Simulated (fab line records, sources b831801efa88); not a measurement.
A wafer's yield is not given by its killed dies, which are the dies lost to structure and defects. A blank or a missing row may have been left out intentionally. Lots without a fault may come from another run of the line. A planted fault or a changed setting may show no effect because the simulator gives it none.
Chamber matching ; flow gf180mcu ; GF_V3_CVD_02 on pecvd-02 has 3 sister chambers
The step deposits SiO2 from TEOS, target thk 850 nm, time 94.851 s. 6 wafers are shown with their chamber, then 8 later ones without.

## WAFERS PAIRED WITH THEIR CHAMBERS
wafer;chamber;heater-power-w (W);susceptor-temp-C (C)
L925.2;2;794;399.76
L930.3;1;656;400.27
L930.6;1;683;399.79
L933.4;2;764;400.28
L933.5;0;607;399.63
L934.1;0;733;399.73

## WAFERS WITHOUT THEIR CHAMBER
wafer;heater-power-w (W);susceptor-temp-C (C)
L934.3;821;400.04
L934.4;650;400.17
L935.3;674;400.31
L935.4;696;399.96
L935.5;534;400.21
L939.1;729;400.01
L939.2;756;400.18
L939.3;614;400.25

## CHAMBER TAKEN BY EACH
wafer;from the rows above;in truth
L934.3;2;2
L934.4;can't be placed: 1 or 0 or 2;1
L935.3;can't be placed: 1 or 0 or 2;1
L935.4;can't be placed: 1 or 0 or 2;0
L935.5;can't be placed: 1 or 0 or 2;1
L939.1;can't be placed: 2 or 1 or 0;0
L939.2;can't be placed: 2 or 1 or 0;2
L939.3;can't be placed: 1 or 0 or 2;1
Correct placement for 1 of the 8. From these rows, 7 cannot be placed; in 7 the true chamber is one of the candidates. 0 placed wrongly.
How it was worked out, from the rows above alone: a wafer's distance from a chamber is the root of the sum, over the readings, of the square of ((its reading less the chamber's mean) divided by the reading's scatter). If the next closest chamber is less than 2 further off than the closest, the wafer can't be placed; otherwise it belongs to the closest. Each chamber's mean is taken over the wafers shown for it. The scatter: take each reading less its chamber's mean, square it, sum over the shown wafers, divide by the number of wafers less the number of chambers, and take the root.
